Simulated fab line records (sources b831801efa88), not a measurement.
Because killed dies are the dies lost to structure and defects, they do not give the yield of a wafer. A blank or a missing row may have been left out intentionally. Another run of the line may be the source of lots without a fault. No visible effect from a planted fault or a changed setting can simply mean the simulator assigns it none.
What tool caused it?    flow gf180mcu    Sampling: 24 lots, 72 wafers, 6 of 602 route steps

## WHAT THE GAUGES READ, wafer by wafer
GF_VT_IMPLANT_OVL_MEAS_07. Usual: VT_IMPLANT_OVL gives -0.3 nm (standard deviation 1.3).
lot   measured      on          VT_IMPLANT_OVL (nm)  flag
L074  day 5 14:43   overlay-01  1.3 -0.6 -0.1        
L075  day 5 21:22   overlay-02  -1.5 1.0 -0.9        
L076  day 6 02:56   overlay-02  -0.2 -0.6 0.8        
L077  day 6 08:43   overlay-01  -0.1 0.2 0.8         
L078  day 6 16:52   overlay-01  -1.4 -0.7 -0.5       
L079  day 6 21:52   overlay-01  0.5 0.4 -0.3         
L080  day 7 01:56   overlay-02  -1.1 -2.2 -1.0       
L081  day 7 12:48   overlay-02  0.1 -2.5 -1.5        
L082  day 7 16:02   overlay-01  -0.9 -2.0 -1.1       
L083  day 7 20:03   overlay-02  -1.9 -0.8 -0.4       
L084  day 8 02:45   overlay-01  2.5 2.3 2.5          
L085  day 8 11:37   overlay-01  1.2 0.7 0.0          
L086  day 8 16:04   overlay-02  -1.9 -0.6 -1.8       
L087  day 8 23:23   overlay-01  2.8 2.1 2.6          
L088  day 9 05:09   overlay-02  1.6 1.2 0.5          
L089  day 9 10:48   overlay-01  0.0 0.6 0.7          
L090  day 9 18:02   overlay-02  -2.4 -1.4 -1.7       
L091  day 9 23:23   overlay-01  -0.5 -0.3 -0.3       
L092  day 10 04:57  overlay-01  -1.7 -1.2 -2.0       
L093  day 10 12:47  overlay-01  1.1 1.3 -0.5         
L094  day 10 18:40  overlay-01  -0.6 -1.1 -1.0       
L095  day 10 22:16  overlay-02  -1.6 -0.3 -0.8       
L096  day 11 06:45  overlay-02  0.2 -2.9 -0.4        
L097  day 11 14:43  overlay-02  0.4 0.8 -0.8         

GF_HV_LDD_OVL_MEAS_32. Usual: HV_LDD_02_OVL gives -0.4 nm (standard deviation 1.6).
lot   measured      on          HV_LDD_02_OVL (nm)  flag
L074  day 11 09:42  overlay-01  0.4 2.7 2.7         
L075  day 11 22:23  overlay-02  0.7 0.2 -0.4        
L076  day 12 04:11  overlay-02  1.7 0.8 0.5         
L077  day 12 12:44  overlay-01  1.4 0.1 1.8         
L078  day 13 01:52  overlay-01  -0.8 0.6 0.6        
L079  day 13 10:46  overlay-02  1.0 1.6 1.0         
L080  day 13 15:32  overlay-02  -2.8 -2.2 -2.4      
L081  day 13 23:22  overlay-02  -2.7 -2.4 -0.5      
L082  day 14 05:50  overlay-02  -0.7 -1.0 0.1       
L083  day 14 08:56  overlay-01  -0.8 -2.4 -1.7      
L084  day 14 14:19  overlay-02  -0.3 0.4 -2.6       
L085  day 15 01:52  overlay-01  1.0 0.1 0.3         
L086  day 15 10:48  overlay-01  -1.6 0.6 0.3        
L087  day 15 17:46  overlay-01  0.0 -1.1 -1.6       
L088  day 16 00:38  overlay-02  -0.3 0.4 -0.6       
L089  day 16 08:37  overlay-02  2.5 1.7 2.1         
L090  day 16 17:08  overlay-01  -1.3 -1.4 -1.5      
L091  day 17 01:19  overlay-01  2.1 1.8 2.1         
L092  day 17 06:37  overlay-01  -0.7 -0.8 -1.9      
L093  day 17 17:50  overlay-02  -0.5 -1.4 -2.4      
L094  day 18 02:02  overlay-01  0.8 0.5 0.9         
L095  day 18 08:41  overlay-01  -2.4 -2.5 -2.9      
L096  day 18 15:20  overlay-02  -3.1 -4.0 -2.8      
L097  day 19 01:53  overlay-02  -0.3 -1.8 -1.5      

GF_HV_LDD_THK_MEAS_55. Usual: HV_LDD_CVD_54_THK gives 10.03 nm (standard deviation 0.1).
lot   measured      on            HV_LDD_CVD_54_THK (nm)  flag
L074  day 12 06:47  filmMetro-04  10.01 10.11 10.15       
L075  day 12 20:34  filmMetro-02  10.06 10.12 10.09       
L076  day 13 02:13  filmMetro-04  10.24 10.24 10.12       
L077  day 13 11:03  filmMetro-03  9.93 9.91 10.03         
L078  day 14 00:05  filmMetro-04  10.01 10.04 10.01       
L079  day 14 10:27  filmMetro-03  9.76 9.89 9.97          
L080  day 14 14:56  filmMetro-04  9.95 9.97 10.04         
L081  day 14 22:01  filmMetro-02  9.88 9.88 9.83          
L082  day 15 04:46  filmMetro-03  10.10 10.01 10.16       
L083  day 15 08:29  filmMetro-02  10.11 10.10 10.07       
L084  day 15 13:48  filmMetro-04  10.03 10.09 10.04       
L085  day 16 01:56  filmMetro-04  10.16 10.03 10.03       
L086  day 16 10:20  filmMetro-03  10.15 10.13 9.96        
L087  day 16 18:58  filmMetro-02  10.09 10.01 10.17       
L088  day 17 02:08  filmMetro-04  9.99 10.03 9.95         
L089  day 17 10:22  filmMetro-03  10.04 10.04 9.90        
L090  day 17 18:43  filmMetro-02  9.93 9.96 9.84          
L091  day 18 01:13  filmMetro-02  10.02 10.03 10.07       
L092  day 18 06:39  filmMetro-02  9.96 10.01 10.07        
L093  day 18 18:32  filmMetro-04  10.06 10.08 9.87        
L094  day 19 04:32  filmMetro-02  10.01 9.92 9.95         
L095  day 19 10:53  filmMetro-03  10.09 10.05 10.14       
L096  day 19 18:14  filmMetro-02  9.90 9.86 9.80          
L097  day 20 04:47  filmMetro-02  10.23 10.07 10.02       

## EACH LOT AND THE TOOL THAT RAN IT (in order: tool; ch and the chambers of the sampled wafers; start)
lot   GF_STI_ETCH_13                    GF_LVPWELL_STRIP_10                 GF_HV_LDD_STRIP_37
L074  rieDiel-01 ch 0,1, day 2 01:44    plasmaAsher-03 ch 1, day 3 20:28    plasmaAsher-04 ch 0,1, day 11 10:20
L075  rieDiel-03 ch 0,1,3, day 2 06:02  plasmaAsher-02 ch 0,1, day 4 03:43  plasmaAsher-01 ch 0,1, day 11 23:01
L076  rieDiel-01 ch 1,3, day 2 12:11    plasmaAsher-01 ch 0,1, day 4 08:46  plasmaAsher-04 ch 0,1, day 12 04:49
L077  rieDiel-03 ch 1,2,3, day 2 16:32  plasmaAsher-03 ch 0,1, day 4 13:02  plasmaAsher-04 ch 0,1, day 12 13:22
L078  rieDiel-01 ch 0,1,2, day 2 23:23  plasmaAsher-02 ch 0,1, day 4 20:04  plasmaAsher-01 ch 0,1, day 13 02:30
L079  rieDiel-04 ch 0,2, day 3 03:47    plasmaAsher-03 ch 0,1, day 5 01:35  plasmaAsher-01 ch 0, day 13 11:24
L080  rieDiel-03 ch 1,2, day 3 07:56    plasmaAsher-02 ch 0,1, day 5 05:41  plasmaAsher-04 ch 0,1, day 13 16:10
L081  rieDiel-03 ch 0,3, day 3 14:08    plasmaAsher-03 ch 0,1, day 5 15:16  plasmaAsher-02 ch 0,1, day 14 00:02
L082  rieDiel-04 ch 1,3, day 3 18:47    plasmaAsher-03 ch 0,1, day 5 17:40  plasmaAsher-02 ch 0,1, day 14 06:28
L083  rieDiel-04 ch 0,1,2, day 3 23:14  plasmaAsher-02 ch 0,1, day 5 22:05  plasmaAsher-02 ch 0,1, day 14 09:36
L084  rieDiel-01 ch 0,1,3, day 4 04:44  plasmaAsher-02 ch 0,1, day 6 04:21  plasmaAsher-04 ch 0,1, day 14 14:57
L085  rieDiel-04 ch 0,3, day 4 11:35    plasmaAsher-03 ch 0,1, day 6 11:14  plasmaAsher-01 ch 0,1, day 15 02:30
L086  rieDiel-04 ch 0,2,3, day 4 14:47  plasmaAsher-01 ch 0,1, day 6 14:47  plasmaAsher-04 ch 0,1, day 15 11:28
L087  rieDiel-04 ch 0,1,2, day 4 20:50  plasmaAsher-03 ch 0,1, day 6 22:32  plasmaAsher-04 ch 0,1, day 15 18:25
L088  rieDiel-04 ch 0,1,2, day 5 01:14  plasmaAsher-01 ch 0,1, day 7 03:28  plasmaAsher-01 ch 0,1, day 16 01:16
L089  rieDiel-04 ch 1,2,3, day 5 06:20  plasmaAsher-02 ch 0,1, day 7 08:52  plasmaAsher-01 ch 0,1, day 16 09:16
L090  rieDiel-01 ch 0,1,2, day 5 11:47  plasmaAsher-03 ch 0,1, day 7 15:53  plasmaAsher-02 ch 0,1, day 16 17:46
L091  rieDiel-04 ch 0,2, day 5 17:08    plasmaAsher-01 ch 0,1, day 7 20:44  plasmaAsher-04 ch 0,1, day 17 01:56
L092  rieDiel-03 ch 0,2,3, day 5 22:29  plasmaAsher-03 ch 0,1, day 8 02:10  plasmaAsher-01 ch 0,1, day 17 07:14
L093  rieDiel-01 ch 0,2,3, day 6 03:02  plasmaAsher-02 ch 0,1, day 8 09:47  plasmaAsher-04 ch 0,1, day 17 18:28
L094  rieDiel-01 ch 0,2, day 6 08:32    plasmaAsher-01 ch 0,1, day 8 14:40  plasmaAsher-01 ch 0, day 18 02:40
L095  rieDiel-01 ch 1,2,3, day 6 14:11  plasmaAsher-01 ch 0,1, day 8 18:38  plasmaAsher-02 ch 0, day 18 09:19
L096  rieDiel-03 ch 0,2,3, day 6 18:55  plasmaAsher-03 ch 0,1, day 9 01:04  plasmaAsher-02 ch 0,1, day 18 15:59
L097  rieDiel-03 ch 0,1,3, day 7 01:17  plasmaAsher-02 ch 0,1, day 9 08:31  plasmaAsher-04 ch 0,1, day 19 02:31
- GF_STI_ETCH_13: etches the open film in CHF3/O2, stops on Si, target depth 282.31 nm, time 112.9 s.
- GF_LVPWELL_STRIP_10: strips in O2/N2.
- GF_HV_LDD_STRIP_37: strips in O2/N2.

## WHAT THE TOOLS THEMSELVES READ (means of the sampled wafers that have a number; where no wafer has one, the mark that the record gives instead)
GF_STI_ETCH_13. Usual: drypumpMotorCurrentA 5.5 A, standard deviation 0.6; oesProductAu 0.832 a.u., standard deviation 0.0065; throttleValvePct 8.810 %, standard deviation 0.0099.
lot   tool        drypumpMotorCurrentA (A)  oesProductAu (a.u.)  throttleValvePct (%)  flag
L074  rieDiel-01  6.0                       0.826                8.805                 
L075  rieDiel-03  4.9                       0.834                8.814                 
L076  rieDiel-01  5.8                       0.836                8.812                 
L077  rieDiel-03  5.1                       0.833                8.812                 
L078  rieDiel-01  5.9                       0.825                8.808                 
L079  rieDiel-04  6.0                       0.826                8.804                 
L080  rieDiel-03  5.4                       0.830                8.805                 
L081  rieDiel-03  4.7                       0.831                8.811                 
L082  rieDiel-04  5.6                       0.827                8.814                 
L083  rieDiel-04  5.6                       0.833                8.804                 
L084  rieDiel-01  5.9                       0.838                8.808                 
L085  rieDiel-04  5.4                       0.825                8.810                 
L086  rieDiel-04  6.0                       0.834                8.812                 
L087  rieDiel-04  5.6                       0.832                8.810                 
L088  rieDiel-04  5.6                       0.838                8.816                 
L089  rieDiel-04  6.1                       0.824                8.812                 
L090  rieDiel-01  5.9                       0.830                8.815                 
L091  rieDiel-04  5.5                       0.834                8.811                 
L092  rieDiel-03  4.9                       0.830                8.811                 
L093  rieDiel-01  5.8                       0.835                8.812                 
L094  rieDiel-01  5.9                       0.837                8.814                 
L095  rieDiel-01  5.7                       0.835                8.819                 
L096  rieDiel-03  4.9                       0.830                8.805                 
L097  rieDiel-03  4.9                       0.839                8.810                 

GF_LVPWELL_STRIP_10. Usual: drypumpMotorCurrentA 5.9 A, standard deviation 0.33; heaterPowerW 329 W, standard deviation 40; o2FlowSccm 3001 sccm, standard deviation 9.2; oesProductAu 0.723 a.u., standard deviation 0.0045; stripTimeToEndpointS 36.96 s, standard deviation 0.092.
lot   tool            drypumpMotorCurrentA (A)  heaterPowerW (W)  o2FlowSccm (sccm)  oesProductAu (a.u.)  stripTimeToEndpointS (s)  flag
L074  plasmaAsher-03  6.3                       359               2991               0.729                37.02                     
L075  plasmaAsher-02  6.1                       304               3004               0.718                36.88                     
L076  plasmaAsher-01  5.7                       324               3001               0.723                36.99                     
L077  plasmaAsher-03  5.8                       360               2991               0.726                36.89                     
L078  plasmaAsher-02  6.2                       305               2998               0.724                37.05                     
L079  plasmaAsher-03  6.1                       360               3004               0.726                36.97                     
L080  plasmaAsher-02  5.9                       320               3005               0.723                36.88                     
L081  plasmaAsher-03  5.8                       362               3007               0.724                36.92                     
L082  plasmaAsher-03  5.9                       362               3006               0.720                36.85                     
L083  plasmaAsher-02  5.9                       309               2999               0.723                37.03                     
L084  plasmaAsher-02  6.1                       300               3008               0.718                36.79                     
L085  plasmaAsher-03  5.8                       363               3000               0.724                37.03                     
L086  plasmaAsher-01  5.8                       285               3003               0.726                36.80                     
L087  plasmaAsher-03  6.1                       357               2994               0.727                37.08                     
L088  plasmaAsher-01  5.8                       284               3005               0.717                36.98                     
L089  plasmaAsher-02  5.9                       310               2992               0.722                37.00                     
L090  plasmaAsher-03  5.9                       359               2991               0.721                36.98                     
L091  plasmaAsher-01  5.8                       324               3000               0.720                37.02                     
L092  plasmaAsher-03  5.8                       363               3000               0.721                37.04                     
L093  plasmaAsher-02  6.1                       299               3011               0.722                36.92                     
L094  plasmaAsher-01  5.7                       324               2999               0.725                36.93                     
L095  plasmaAsher-01  5.8                       288               2998               0.722                36.99                     
L096  plasmaAsher-03  6.1                       358               3005               0.719                37.02                     
L097  plasmaAsher-02  5.9                       310               3010               0.721                37.01                     

GF_HV_LDD_STRIP_37. Usual: drypumpMotorCurrentA 5.7 A, standard deviation 0.5; heaterPowerW 297 W, standard deviation 38; o2FlowSccm 3001 sccm, standard deviation 10; oesProductAu 0.716 a.u., standard deviation 0.0049; stripTimeToEndpointS 12.64 s, standard deviation 0.033.
lot   tool            drypumpMotorCurrentA (A)  heaterPowerW (W)  o2FlowSccm (sccm)  oesProductAu (a.u.)  stripTimeToEndpointS (s)  flag
L074  plasmaAsher-04  5.2                       295               3000               0.718                12.62                     
L075  plasmaAsher-01  5.7                       324               3011               0.718                12.63                     
L076  plasmaAsher-04  5.6                       278               2992               0.717                12.68                     
L077  plasmaAsher-04  5.6                       281               3006               0.711                12.65                     
L078  plasmaAsher-01  5.7                       327               3006               0.722                12.61                     
L079  plasmaAsher-01  5.9                       253               2999               0.719                12.62                     
L080  plasmaAsher-04  5.6                       289               2995               0.713                12.64                     
L081  plasmaAsher-02  6.1                       297               3003               0.715                12.61                     
L082  plasmaAsher-02  5.9                       312               3016               0.713                12.72                     
L083  plasmaAsher-02  6.2                       297               2997               0.716                12.64                     
L084  plasmaAsher-04  5.6                       285               3002               0.715                12.67                     
L085  plasmaAsher-01  5.7                       323               2992               0.711                12.66                     
L086  plasmaAsher-04  5.3                       297               3015               0.714                12.61                     
L087  plasmaAsher-04  5.3                       297               2992               0.715                12.64                     
L088  plasmaAsher-01  5.7                       325               2992               0.713                12.67                     
L089  plasmaAsher-01  5.7                       320               2990               0.721                12.67                     
L090  plasmaAsher-02  5.9                       308               2998               0.718                12.68                     
L091  plasmaAsher-04  5.7                       281               3006               0.714                12.60                     
L092  plasmaAsher-01  5.7                       326               3009               0.718                12.63                     
L093  plasmaAsher-04  5.2                       299               2997               0.721                12.63                     
L094  plasmaAsher-01  5.8                       245               3005               0.714                12.64                     
L095  plasmaAsher-02  6.5                       285               3008               0.717                12.67                     
L096  plasmaAsher-02  6.2                       296               3009               0.715                12.63                     
L097  plasmaAsher-04  5.3                       277               3003               0.713                12.67                     

## THE ANSWER, worked out from the rows above alone
Rule: a lot is off if the mean of its wafers that have a number lies more than 3 standard deviations from the usual mean. Also off: a lot with no number at a reading for which 4 or more lots have one. Any other lot the step has rows for is counted as sound. The gauges are gone through in route order, then the tools' own readings, and for those a lot's mean is taken as printed above. At the first step where some lot is off, the reading lying furthest off is the one used; lots without a number count as furthest.
Across all readings shown, no lot is off: no conclusion can be drawn from this.

## WHAT THE SIMULATOR PUT IN
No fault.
